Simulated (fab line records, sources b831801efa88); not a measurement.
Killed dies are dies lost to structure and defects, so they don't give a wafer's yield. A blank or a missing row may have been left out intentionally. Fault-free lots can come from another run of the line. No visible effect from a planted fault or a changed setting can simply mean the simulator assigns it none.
fab line records | flow sky130
[record] lots = 6 | wafers = 18 | last-day = 50
route steps=708 shown LDD_N@240 PAD_OPEN@708
lots untouched by any fault: they come from a run of this same line in which no faults occurred
start-h: the number of hours between the record's first day and the start of the first shown wafer of the lot | wait-h: hours from the lot's prior step to this one | " same as the row above | L1.1+2: several wafers, shown together as one row | - either no value or no given start | * or withheld: withheld | < > ~ a bound
route shown NAME@n: NAME is a module with steps in the file, n the number in the route of the first one | usual: mean and standard deviation over wafers with no fault | same: alike in all rows | chamber/n: place in a boat | sites: per-site readings | _std_site: their standard deviation | _edge_site: outer sites' mean less inner sites' | radius-mm: how far each site lies from the wafer's centre | mask NAME#n: copy n | behind: the tool/chamber that last shaped the wafer | hold: reason for holding the lot/hours on hold/outcome of the hold | device: the transistor (n, p or np) that didn't switch | end of line: at the end of the route, the tests of the same wafers | a step given without rows: its recipe and nothing more | killed: count of dies lost to structure and defects at first sort (not the wafer's yield) | map: dies across one wafer; x = killed, . = not, _ = none there
set.NAME: the setting as run; set.NAME@STEP: as run at that earlier step | model.NAME: the simulator's own value behind a step, which no gauge read
lots at some steps of the route; a table a step, a row a wafer
services: when a tool's chamber went out of use (start-h, in hours from the record's first day, below 0 if earlier), for how many hours, and the reason
[[steps]]
[step SKY_LDD_N_SOFTBAKE_03]
[recipe] temp-c = 90 | time-s = 57.87 | resist = NOVOLAK
[step SKY_LDD_N_EXPOSE_04]
[recipe] mask-id = NTM | target-cd-nm = 840 | na = 0.6 | source-shape = conventional | sigma-outer = 0.6 | dose-mj = 110
[step SKY_LDD_N_PEB_05]
[recipe] temp-c = withheld | time-s = * | resist = NOVOLAK
[step SKY_LDD_N_DEVELOP_06]
[recipe] develop-time-s = 60 | dev-temp-c = 23
[step SKY_LDD_N_OVL_MEAS_07]
[usual] LDD_N_OVL = -0.3/1.3
lot.wafer | tool       | chamber | start-h | wait-h | LDD_N_OVL[nm]
L323.3    | overlay-02 | -       | 397.72  | 0.1    | -1.5
L323.5    | "          | -       | "       | "      | -0.4
L323.6    | "          | -       | "       | "      | -0.2
L334.2    | overlay-02 | -       | 504.34  | 0.1    | -1.0
L334.5    | "          | -       | "       | "      | -1.0
L334.6    | "          | -       | "       | "      | 0.4
L332.2    | overlay-02 | -       | 507.41  | 0.1    | -1.6
L332.3    | "          | -       | "       | "      | -1.8
L332.4    | "          | -       | "       | "      | -2.7
L340.1    | overlay-01 | -       | 554.24  | 0.1    | -0.7
L340.4    | "          | -       | "       | "      | -2.0
L340.6    | "          | -       | "       | "      | -1.6
L342.2    | overlay-02 | -       | 567.54  | 0.1    | 0.3
L342.3    | "          | -       | "       | "      | 1.7
L342.4    | "          | -       | "       | "      | 0.7
L345.3    | overlay-01 | -       | 592.84  | 0.1    | -0.7
L345.4    | "          | -       | "       | "      | -1.1
L345.5    | "          | -       | "       | "      | -1.6
[step SKY_LDD_N_IMPLANT_08]
[recipe] species = As | energy-kev = 20 | dose-cm2 = 7.5e+13 | tilt-deg = withheld | rotation-deg = 23
[step SKY_LDD_N_IMPLANT_09]
[recipe] species = As | energy-kev = 20 | dose-cm2 = 7.5e+13 | tilt-deg = withheld | rotation-deg = 113
[step SKY_LDD_N_IMPLANT_10]
[recipe] species = As | energy-kev = 20 | dose-cm2 = 7.5e+13 | tilt-deg = withheld | rotation-deg = 203
[step SKY_LDD_N_IMPLANT_11]
[recipe] species = As | energy-kev = 20 | dose-cm2 = 7.5e+13 | tilt-deg = withheld | rotation-deg = 293
[step SKY_LDD_N_IMPLANT_12]
[recipe] species = BF2 | energy-kev = 49.65 | dose-cm2 = 5e+12 | tilt-deg = 30 | rotation-deg = 0
[step SKY_LDD_N_IMPLANT_13]
[recipe] species = BF2 | energy-kev = 50 | dose-cm2 = 5e+12 | tilt-deg = 30 | rotation-deg = 90
[step SKY_LDD_N_IMPLANT_14]
[recipe] species = BF2 | energy-kev = 50 | dose-cm2 = 5e+12 | tilt-deg = 30 | rotation-deg = 180
[step SKY_LDD_N_IMPLANT_15]
[recipe] species = BF2 | energy-kev = 50 | dose-cm2 = 5e+12 | tilt-deg = 30 | rotation-deg = 270
[usual] dose-ions-cm2 = 4.999e+12/5e+09
lot.wafer | tool         | chamber | start-h | wait-h | dose-ions-cm2
L323.3    | implanter-01 | 0       | 398.84  | 0.1    | 4.999e+12
L323.5    | "            | 0       | "       | "      | 4.996e+12
L323.6    | "            | 0       | "       | "      | 5.009e+12
L334.2    | implanter-04 | 0       | 505.45  | 0.1    | 4.687e+12
L334.5    | "            | 0       | "       | "      | 4.686e+12
L334.6    | "            | 0       | "       | "      | 4.69e+12
L332.2    | implanter-04 | 0       | 508.58  | 0.1    | 4.684e+12
L332.3    | "            | 0       | "       | "      | 4.69e+12
L332.4    | "            | 0       | "       | "      | 4.693e+12
L340.1    | implanter-02 | 0       | 555.32  | 0.1    | 4.999e+12
L340.4    | "            | 0       | "       | "      | 5e+12
L340.6    | "            | 0       | "       | "      | 4.999e+12
L342.2    | implanter-04 | 0       | 568.65  | 0.1    | 5.001e+12
L342.3    | "            | 0       | "       | "      | 5.007e+12
L342.4    | "            | 0       | "       | "      | 5.003e+12
L345.3    | implanter-04 | 0       | 593.97  | 0.1    | 4.992e+12
L345.4    | "            | 0       | "       | "      | 4.998e+12
L345.5    | "            | 0       | "       | "      | 4.998e+12
[step SKY_LDD_N_STRIP_16]
[recipe] chemistry = O2/N2 | power-w = 1400 | pressure-mtorr = 1500 | platen-temp-c = withheld | o2-flow-sccm = 3000 | n2-flow-sccm = 300 | overash-fraction = 0.5
[usual] drypump-motor-current-A = 5.5/0.38 | oes-product-au = 0.407/0.0045 | strip-time-to-endpoint-s = 4.313/0.014
lot.wafer | tool            | chamber | start-h | wait-h | drypump-motor-current-A | oes-product-au | rf-hours-counter-h | strip-time-to-endpoint-s
L323.3    | plasma-asher-03 | 1       | 398.98  | 0.1    | 6.0                     | 0.409          | -                  | 4.306
L323.5    | "               | 0       | "       | "      | 5.8                     | 0.407          | -                  | 4.295
L323.6    | "               | 1       | "       | "      | 6.0                     | 0.407          | -                  | 4.295
L334.2    | plasma-asher-02 | 0       | 505.57  | 0.1    | 5.0                     | 0.407          | 84                 | 4.315
L334.5    | "               | 0       | "       | "      | 5.0                     | 0.410          | -                  | 4.311
L334.6    | "               | 1       | "       | "      | 4.9                     | 0.412          | -                  | 4.327
L332.2    | plasma-asher-01 | 1       | 508.71  | 0.1    | 5.8                     | 0.406          | 34                 | 4.305
L332.3    | "               | 1       | "       | "      | 5.8                     | 0.410          | -                  | 4.287
L332.4    | "               | 0       | "       | "      | 5.3                     | 0.405          | -                  | 4.308
L340.1    | plasma-asher-01 | 1       | 555.47  | 0.1    | 5.8                     | 0.404          | 38                 | 4.338
L340.4    | "               | 0       | "       | "      | 5.4                     | 0.409          | -                  | 4.304
L340.6    | "               | 0       | "       | "      | 5.3                     | 0.410          | -                  | 4.323
L342.2    | plasma-asher-03 | 0       | 568.77  | 0.1    | 5.8                     | 0.411          | 14                 | 4.305
L342.3    | "               | 1       | "       | "      | 6.0                     | 0.407          | -                  | 4.318
L342.4    | "               | 0       | "       | "      | 5.7                     | 0.413          | -                  | 4.321
L345.3    | plasma-asher-02 | 0       | 594.10  | 0.1    | 5.0                     | 0.409          | -                  | 4.318
L345.4    | "               | 1       | "       | "      | 4.9                     | 0.403          | -                  | 4.334
L345.5    | "               | 0       | "       | "      | 5.0                     | 0.405          | -                  | 4.320
[step SKY_PAD_OPEN_PROBE_99]
[usual] killed_at_M0_to_M3 = 43/6.5 | killed_at_M4_up = 3.1/1.8 | killed-at-contacts = 24/4.8 | killed-at-front-end = 15/4.7 | killed-at-other = 0.3/0.58 | killed-dies = 86/8.6 | killed-open = 47/6.7 | killed-short = 39/6.1
[same] gross-dies = 492 | killed-at-back-side = 0
lot.wafer | tool      | chamber | start-h | wait-h | killed_at_M0_to_M3 | killed_at_M4_up | killed-at-contacts | killed-at-front-end | killed-at-other | killed-dies | killed-open | killed-short
L323.3    | prober-01 | -       | 1074.96 | 0.6    | 43                 | 1               | 27                 | 13                  | 0               | 84          | 44          | 40
L323.5    | prober-01 | -       | 1075.06 | 0.7    | 39                 | 3               | 21                 | 17                  | 0               | 80          | 42          | 38
L323.6    | prober-01 | -       | 1075.11 | 0.7    | 41                 | 6               | 19                 | 14                  | 1               | 81          | 43          | 38
L334.2    | prober-01 | -       | 1137.48 | 0.1    | 43                 | 3               | 15                 | 26                  | 1               | 88          | 48          | 40
L334.5    | prober-01 | -       | 1137.63 | 0.2    | 38                 | 1               | 23                 | 20                  | 1               | 83          | 45          | 38
L334.6    | prober-01 | -       | 1137.68 | 0.2    | 47                 | 0               | 22                 | 13                  | 0               | 82          | 51          | 31
L332.2    | prober-01 | -       | 1143.48 | 0.1    | 41                 | 4               | 32                 | 10                  | 0               | 87          | 55          | 32
L332.3    | prober-01 | -       | 1143.53 | 0.2    | 37                 | 2               | 20                 | 16                  | 0               | 75          | 43          | 32
L332.4    | prober-01 | -       | 1143.58 | 0.2    | 47                 | 3               | 28                 | 22                  | 1               | 101         | 46          | 55
L340.1    | prober-01 | -       | 1176.04 | 0.1    | 44                 | 3               | 19                 | 9                   | 1               | 76          | 50          | 26
L340.4    | prober-01 | -       | 1176.19 | 0.2    | 45                 | 5               | 23                 | 19                  | 1               | 93          | 48          | 45
L340.6    | prober-01 | -       | 1176.29 | 0.2    | 46                 | 2               | 23                 | 18                  | 0               | 89          | 50          | 39
L342.2    | prober-01 | -       | 1177.94 | 0.1    | 49                 | 5               | 24                 | 18                  | 1               | 97          | 49          | 48
L342.3    | prober-01 | -       | 1177.99 | 0.2    | 51                 | 4               | 25                 | 12                  | 0               | 92          | 50          | 42
L342.4    | prober-01 | -       | 1178.04 | 0.2    | 33                 | 3               | 25                 | 17                  | 0               | 78          | 42          | 36
L345.3    | prober-02 | -       | 1194.06 | 0.2    | 38                 | 5               | 24                 | 8                   | 1               | 76          | 36          | 40
L345.4    | prober-02 | -       | 1194.11 | 0.2    | 47                 | 5               | 21                 | 9                   | 2               | 84          | 48          | 36
L345.5    | prober-02 | -       | 1194.16 | 0.2    | 41                 | 8               | 23                 | 11                  | 0               | 83          | 38          | 45
// killed by level:class
L323.3 VIA1:geometric-particle:open=13 CONTACT:geometric-particle:open=9 METAL1:geometric-particle:short=7 CONTACT:geometric-particle:short=6 VIA1:geometric-particle:short=6 VIA2:geometric-particle:open=6 LI_CONTACT:geometric-particle:open=5 LOCAL_INTERCONNECT:geometric-particle:short=5
L323.5 VIA2:geometric-particle:open=8 VIA1:geometric-particle:open=7 CONTACT:geometric-particle:short=7 CONTACT:geometric-particle:open=7 FIELD_ISO:geometric-particle:short=6 VIA3:geometric-particle:open=5 METAL2:geometric-particle:short=4 LOCAL_INTERCONNECT:geometric-particle:short=4
L323.6 VIA3:geometric-particle:open=8 VIA1:geometric-particle:open=7 VIA2:geometric-particle:open=7 POLY_GATE:geometric-particle:open=6 LI_CONTACT:geometric-particle:open=4 LOCAL_INTERCONNECT:geometric-particle:short=4 CONTACT:geometric-particle:short=4 CONTACT:geometric-particle:open=4
L334.2 VIA1:geometric-particle:open=9 FIELD_ISO:geometric-particle:short=8 VIA2:geometric-particle:open=7 CONTACT:geometric-particle:open=6 METAL3:geometric-particle:short=6 VIA1:geometric-particle:short=5 VIA3:geometric-particle:open=5 FIELD_ISO:geometric-particle:open=4
L334.5 VIA1:geometric-particle:open=13 CONTACT:geometric-particle:open=8 LI_CONTACT:geometric-particle:open=5 LOCAL_INTERCONNECT:geometric-particle:short=5 METAL2:geometric-particle:short=5 FIELD_ISO:geometric-particle:short=4 FIELD_ISO:geometric-particle:open=4 POLY_GATE:geometric-particle:short=4
L334.6 CONTACT:geometric-particle:open=10 VIA1:geometric-particle:open=10 VIA2:geometric-particle:open=8 LI_CONTACT:geometric-particle:open=6 METAL1:geometric-particle:short=6 METAL2:geometric-particle:short=6 VIA3:geometric-particle:open=6 VIA1:geometric-particle:short=5
L332.2 VIA1:geometric-particle:open=14 CONTACT:geometric-particle:open=11 VIA3:geometric-particle:open=10 LI_CONTACT:geometric-particle:open=9 CONTACT:geometric-particle:short=7 FIELD_ISO:geometric-particle:short=5 LOCAL_INTERCONNECT:geometric-particle:short=4 VIA2:geometric-particle:open=4
L332.3 VIA1:geometric-particle:open=10 FIELD_ISO:geometric-particle:short=7 CONTACT:geometric-particle:short=7 VIA2:geometric-particle:open=7 CONTACT:geometric-particle:open=6 VIA3:geometric-particle:open=6 LOCAL_INTERCONNECT:geometric-particle:open=3 METAL1:geometric-particle:short=3
L332.4 CONTACT:geometric-particle:open=15 VIA1:geometric-particle:short=8 CONTACT:geometric-particle:short=8 METAL2:geometric-particle:short=8 METAL3:geometric-particle:short=7 FIELD_ISO:geometric-particle:open=5 FIELD_ISO:geometric-particle:short=5 SPACER:geometric-particle:short=5
L340.1 VIA3:geometric-particle:open=11 VIA1:geometric-particle:open=10 CONTACT:geometric-particle:open=8 VIA2:geometric-particle:open=7 LI_CONTACT:geometric-particle:open=6 VIA1:geometric-particle:short=4 POLY_GATE:geometric-particle:short=4 METAL1:geometric-particle:short=4
L340.4 VIA2:geometric-particle:open=10 CONTACT:geometric-particle:open=8 VIA3:geometric-particle:open=7 METAL2:geometric-particle:short=6 FIELD_ISO:geometric-particle:short=5 POLY_GATE:geometric-particle:short=5 METAL4:geometric-particle:short=5 VIA1:geometric-particle:open=5
L340.6 VIA1:geometric-particle:open=13 CONTACT:geometric-particle:open=9 METAL2:geometric-particle:short=6 VIA2:geometric-particle:open=6 VIA3:geometric-particle:open=6 VIA1:geometric-particle:short=5 FIELD_ISO:geometric-particle:open=4 POLY_GATE:geometric-particle:short=4
L342.2 VIA1:geometric-particle:open=10 CONTACT:geometric-particle:open=9 METAL1:geometric-particle:short=8 LI_CONTACT:geometric-particle:open=7 VIA3:geometric-particle:open=7 VIA3:geometric-particle:short=5 VIA2:geometric-particle:open=5 FIELD_ISO:geometric-particle:short=4
L342.3 VIA1:geometric-particle:open=12 METAL1:geometric-particle:short=11 LI_CONTACT:geometric-particle:open=9 CONTACT:geometric-particle:open=6 LOCAL_INTERCONNECT:geometric-particle:short=5 VIA2:geometric-particle:open=5 METAL3:geometric-particle:short=5 VIA3:geometric-particle:open=4
L342.4 CONTACT:geometric-particle:open=11 VIA1:geometric-particle:open=6 VIA2:geometric-particle:open=6 FIELD_ISO:geometric-particle:short=5 LI_CONTACT:geometric-particle:open=5 CONTACT:geometric-particle:short=5 POLY_GATE:geometric-particle:short=4 METAL1:geometric-particle:short=4
L345.3 CONTACT:geometric-particle:open=7 VIA1:geometric-particle:open=7 METAL1:geometric-particle:short=7 LI_CONTACT:geometric-particle:short=5 LI_CONTACT:geometric-particle:open=5 METAL1:geometric-particle:open=4 VIA1:geometric-particle:short=4 CONTACT:geometric-particle:short=4
L345.4 VIA2:geometric-particle:open=17 LI_CONTACT:geometric-particle:open=7 VIA1:geometric-particle:open=7 METAL2:geometric-particle:short=6 VIA3:geometric-particle:open=5 VIA2:geometric-particle:short=5 METAL4:geometric-particle:short=5 POLY_GATE:geometric-particle:short=4
L345.5 CONTACT:geometric-particle:open=11 METAL1:geometric-particle:short=8 METAL4:geometric-particle:short=8 VIA2:geometric-particle:open=7 VIA1:geometric-particle:open=6 VIA1:geometric-particle:short=5 METAL2:geometric-particle:short=5 POLY_GATE:geometric-particle:short=4
[[services]]
tool            | chamber | start-h | hours | kind
implanter-02    | -       | 379.66  | 4.1   | repair
plasma-asher-03 | -       | 382.99  | 1.5   | repair
plasma-asher-02 | -       | 386.27  | 1.2   | repair
implanter-01    | -       | 404.18  | 5.0   | repair
plasma-asher-01 | -       | 419.64  | 2.3   | repair
plasma-asher-03 | -       | 421.25  | 9.0   | pm
plasma-asher-03 | 0       | 421.25  | 9.0   | vent-cycle
plasma-asher-03 | 1       | 421.25  | 9.0   | vent-cycle
plasma-asher-03 | 0       | 430.25  | -     | clean
plasma-asher-03 | 1       | 430.25  | -     | clean
implanter-04    | -       | 432.14  | 2.2   | repair
plasma-asher-01 | -       | 439.77  | 1.3   | repair
plasma-asher-01 | -       | 440.70  | 2.7   | repair
plasma-asher-02 | -       | 450.08  | 9.2   | repair
implanter-01    | -       | 467.91  | 3.4   | pm
implanter-02    | -       | 472.74  | 2.0   | repair
implanter-02    | -       | 486.66  | 2.1   | pm
implanter-01    | -       | 500.76  | 0.9   | repair
implanter-01    | -       | 512.18  | 5.8   | repair
implanter-04    | -       | 521.01  | 0.5   | repair
implanter-02    | -       | 548.05  | 1.2   | repair
[[key]]
[first-sign] step = SKY_LDD_N_IMPLANT_15 | reading = dose-ions-cm2 | direction = down | sigmas = 62 | usual = * | struck = *
effect none on later readings
met-at SKY_LDD_N_IMPLANT_15
struck-wafers L332.2,L332.3,L332.4,L334.2,L334.5,L334.6
tester-left-out L332,L334
[fault] kind = process-parameter-drift | tool = implanter-04 | chamber = - | onset-h = 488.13 | steps = SKY_LDD_N_IMPLANT_15 | channel = dose-cm2 | offset = * | shape = step | end-h = 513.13 | acts-in = * | stated = *
// tester-left-out: of these lots the tester's yield and bins aren't shown, on N5 and GAA mostly nor the transistor test; their killed dies are dies lost to structure and defects alone, not to doping, threshold or leakage, so they don't give the yield
